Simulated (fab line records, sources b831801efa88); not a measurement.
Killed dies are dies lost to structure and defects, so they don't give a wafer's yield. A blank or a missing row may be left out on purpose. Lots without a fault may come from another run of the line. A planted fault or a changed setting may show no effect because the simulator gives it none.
One fault seen from 2 desks | flow sky130 | each desk has only its own numbers; what lay behind them comes last

THE TOOL OWNER'S DESK: rie_metal-04
The tool's own readings at SKY_METAL5_METAL_ETCH_15 (etches the open film in Cl2/BCl3, stops on SiO2, target depth 1260 nm, time 252 s): means of the sampled wafers that have a number, for each lot that ran on this tool. A lot is out of limits, marked OUT, if its mean lies more than 4 standard deviations from the usual mean; the brackets give that distance.
Columns: A = chamber_pressure_mTorr at SKY_METAL5_METAL_ETCH_15, usual 10.001 mTorr; B = drypump_motor_current_A at SKY_METAL5_METAL_ETCH_15, usual 5.9 A; C = oes_product_au at SKY_METAL5_METAL_ETCH_15, usual 0.891 a.u.; D = rf_fwd_power_W at SKY_METAL5_METAL_ETCH_15, usual 897.3 W; E = throttle_valve_pct at SKY_METAL5_METAL_ETCH_15, usual 22.265 %
lot  | first seen here | A      | B   | C     | D     | E
L936 | day 43 23:44    | 10.009 | 6.1 | 0.888 | 895.9 | 22.266
L939 | day 44 19:43    | 10.001 | 6.0 | 0.896 | 892.3 | 22.259
L942 | day 45 20:05    | 10.006 | 6.0 | 0.891 | 894.8 | 22.259
L953 | day 48 10:35    | 9.995  | 6.0 | 0.890 | 895.9 | 22.252
L955 | day 48 19:02    | 10.005 | 6.0 | 0.891 | 897.4 | 22.258
L957 | day 49 01:53    | 10.002 | 6.0 | 0.894 | 899.1 | 22.250
This desk's finding: nothing out of limits on any of the 6 lots.

THE METROLOGY DESK
What the gauges read, lot by lot, whatever tool the lot ran on: means of the sampled wafers that have a number. A lot is out of limits, marked OUT, if its mean lies more than 4 standard deviations from the usual mean; the brackets give that distance.
Columns: A = PASSIVATION_CVD_02_THK at SKY_PASSIVATION_THK_MEAS_03, usual 536 nm
lot  | first seen here | A
L936 | day 44 01:09    | 533
L937 | day 44 02:05    | 537
L939 | day 44 21:28    | 540
L942 | day 45 21:15    | 549
L943 | day 46 06:01    | 533
L947 | day 47 08:32    | 527
L948 | day 47 10:16    | 525
L953 | day 48 11:53    | 541
L954 | day 48 19:50    | 538
L955 | day 48 20:31    | 538
L957 | day 49 02:58    | 536
This desk's finding: nothing out of limits on any of the 11 lots.

PUT TOGETHER
The tool owner's desk saw nothing out of limits.
The metrology desk saw nothing out of limits.

WHAT THE SIMULATOR HAD PUT IN
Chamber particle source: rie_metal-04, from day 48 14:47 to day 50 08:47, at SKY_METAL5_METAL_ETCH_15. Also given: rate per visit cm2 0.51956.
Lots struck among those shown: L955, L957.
